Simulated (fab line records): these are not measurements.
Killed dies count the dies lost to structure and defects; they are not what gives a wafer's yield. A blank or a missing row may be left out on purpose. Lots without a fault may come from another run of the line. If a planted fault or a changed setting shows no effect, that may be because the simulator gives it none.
What tool caused it? :: flow gf180mcu :: Sampling: 13 lots, 39 wafers, 3 of 602 route steps

WHAT THE GAUGES READ, wafer by wafer
GF_STI_THK_MEAS_24.
lot: L197
measured: day 2 12:20
on: film_metro-04
STI_CVD_23_THK (nm): 664 658 654

lot: L198
measured: day 2 16:31
on: film_metro-04
STI_CVD_23_THK (nm): 646 646 653

lot: L199
measured: day 2 20:04
on: film_metro-01
STI_CVD_23_THK (nm): 646 646 649

lot: L201
measured: day 3 05:17
on: film_metro-01
STI_CVD_23_THK (nm): 668 662 661

lot: L202
measured: day 3 09:29
on: film_metro-03
STI_CVD_23_THK (nm): 647 651 650

lot: L204
measured: day 3 20:45
on: film_metro-04
STI_CVD_23_THK (nm): 660 656 648

lot: L210
measured: day 5 03:02
on: film_metro-03
STI_CVD_23_THK (nm): 660 650 651

lot: L213
measured: day 5 18:56
on: film_metro-01
STI_CVD_23_THK (nm): 657 650 657

lot: L214
measured: day 5 23:50
on: film_metro-01
STI_CVD_23_THK (nm): 649 640 649

lot: L215
measured: day 6 05:11
on: film_metro-01
STI_CVD_23_THK (nm): 654 646 640

lot: L216
measured: day 6 10:05
on: film_metro-04
STI_CVD_23_THK (nm): 649 651 662

lot: L218
measured: day 6 20:29
on: film_metro-01
STI_CVD_23_THK (nm): 653 655 647

lot: L219
measured: day 7 01:17
on: film_metro-03
STI_CVD_23_THK (nm): 647 637 653

GF_NWELL_OVL_MEAS_07.
lot: L197
measured: day 3 17:21
on: overlay-01
NWELL_OVL (nm): -0.7 -1.3 -0.2

lot: L198
measured: day 3 20:21
on: overlay-02
NWELL_OVL (nm): 0.9 0.4 0.7

lot: L199
measured: day 4 00:06
on: overlay-01
NWELL_OVL (nm): 1.8 0.5 0.2

lot: L201
measured: day 4 09:25
on: overlay-01
NWELL_OVL (nm): 1.0 -0.8 -0.6

lot: L202
measured: day 4 14:42
on: overlay-02
NWELL_OVL (nm): -0.3 -1.1 -0.8

lot: L204
measured: day 5 02:31
on: overlay-01
NWELL_OVL (nm): 0.5 1.4 2.1

lot: L210
measured: day 6 10:23
on: overlay-02
NWELL_OVL (nm): 0.6 0.9 -1.3

lot: L213
measured: day 7 03:33
on: overlay-02
NWELL_OVL (nm): 54.1 53.5 53.8 53.8 53.9 53.9

lot: L214
measured: day 7 08:33
on: overlay-01
NWELL_OVL (nm): 56.3 55.5 55.1 56.5 56.1 55.4

lot: L215
measured: day 7 14:09
on: overlay-01
NWELL_OVL (nm): 55.1 55.8 54.8 55.5 56.4 55.4

lot: L216
measured: day 7 19:48
on: overlay-02
NWELL_OVL (nm): 0.3 -0.4 -0.5

lot: L218
measured: day 8 06:02
on: overlay-01
NWELL_OVL (nm): 55.2 56.6 56.4 55.1 56.8 56.6

lot: L219
measured: day 8 12:00
on: overlay-02
NWELL_OVL (nm): 0.9 -0.7 -0.9

WHICH TOOL RAN EACH LOT (tool, then ch and the chambers of the sampled wafers, then the start)
lot: L197
GF_NWELL_EXPOSE_04: iline_stepper-01 ch 0, day 3 11:20

lot: L198
GF_NWELL_EXPOSE_04: iline_stepper-01 ch 0, day 3 14:06

lot: L199
GF_NWELL_EXPOSE_04: iline_stepper-01 ch 0, day 3 17:13

lot: L201
GF_NWELL_EXPOSE_04: iline_stepper-01 ch 0, day 4 03:34

lot: L202
GF_NWELL_EXPOSE_04: iline_stepper-01 ch 0, day 4 07:54

lot: L204
GF_NWELL_EXPOSE_04: iline_stepper-02 ch 0, day 4 19:53

lot: L210
GF_NWELL_EXPOSE_04: iline_stepper-02 ch 0, day 6 03:16

lot: L213
GF_NWELL_EXPOSE_04: iline_stepper-01 ch 0, day 6 19:59

lot: L214
GF_NWELL_EXPOSE_04: iline_stepper-01 ch 0, day 7 00:25

lot: L215
GF_NWELL_EXPOSE_04: iline_stepper-01 ch 0, day 7 06:26

lot: L216
GF_NWELL_EXPOSE_04: iline_stepper-02 ch 0, day 7 11:47

lot: L218
GF_NWELL_EXPOSE_04: iline_stepper-01 ch 0, day 7 22:15

lot: L219
GF_NWELL_EXPOSE_04: iline_stepper-02 ch 0, day 8 03:52
- GF_NWELL_EXPOSE_04: exposes mask Nwell, target cd 860 nm.

WHAT THE TOOLS THEMSELVES READ (means of the sampled wafers that have a number; where no wafer has one, the mark that the record gives instead)
The record holds no such reading with a usual standard deviation.

THE ANSWER, worked out from the rows above alone
Rule: what is usual is taken from the lots themselves. Put in order of their means at a reading, lots are off if they are a third of the lots or fewer, leave a main group of 4 or more, and stand apart from it by a gap of 3 or more times the standard deviation of the main group's means; of several such gaps the widest counts. A main group is skipped when, at the precision printed for the reading in the tables above, its means are all equal. Also off: a lot with no number at a reading for which 4 or more lots have one. The other lots that the step has rows for count as sound. After the gauges, taken in route order, come the tools' own readings; for these a lot's mean is taken, as printed above. The first step at which some lot is off is used, and at that step the reading that is off furthest; a lot without a number counts as furthest.
Off: L213, L214, L215, L218, seen at GF_NWELL_OVL_MEAS_07 (NWELL_OVL). Mean 0.1 nm and standard deviation 0.67 in the main group.
If a tool, at a process step before that reading, ran all the lots that are off and no sound lot after the first of them, it fits. The gauges at GF_NWELL_OVL_MEAS_07 are tried like those tools. One fits: GF_NWELL_EXPOSE_04 on iline_stepper-01. A fault onset in the window from L202 (day 4 07:54, its last sound lot) to L213 (day 6 19:59, its first lot off) fits.

WHAT HAD BEEN PUT IN BY THE SIMULATOR
Scanner matching overlay: iline_stepper-01, from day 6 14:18 on, at GF_NWELL_EXPOSE_04. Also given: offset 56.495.
Struck lots among those shown: L213, L214, L215, L218. The same result came from the rule above.
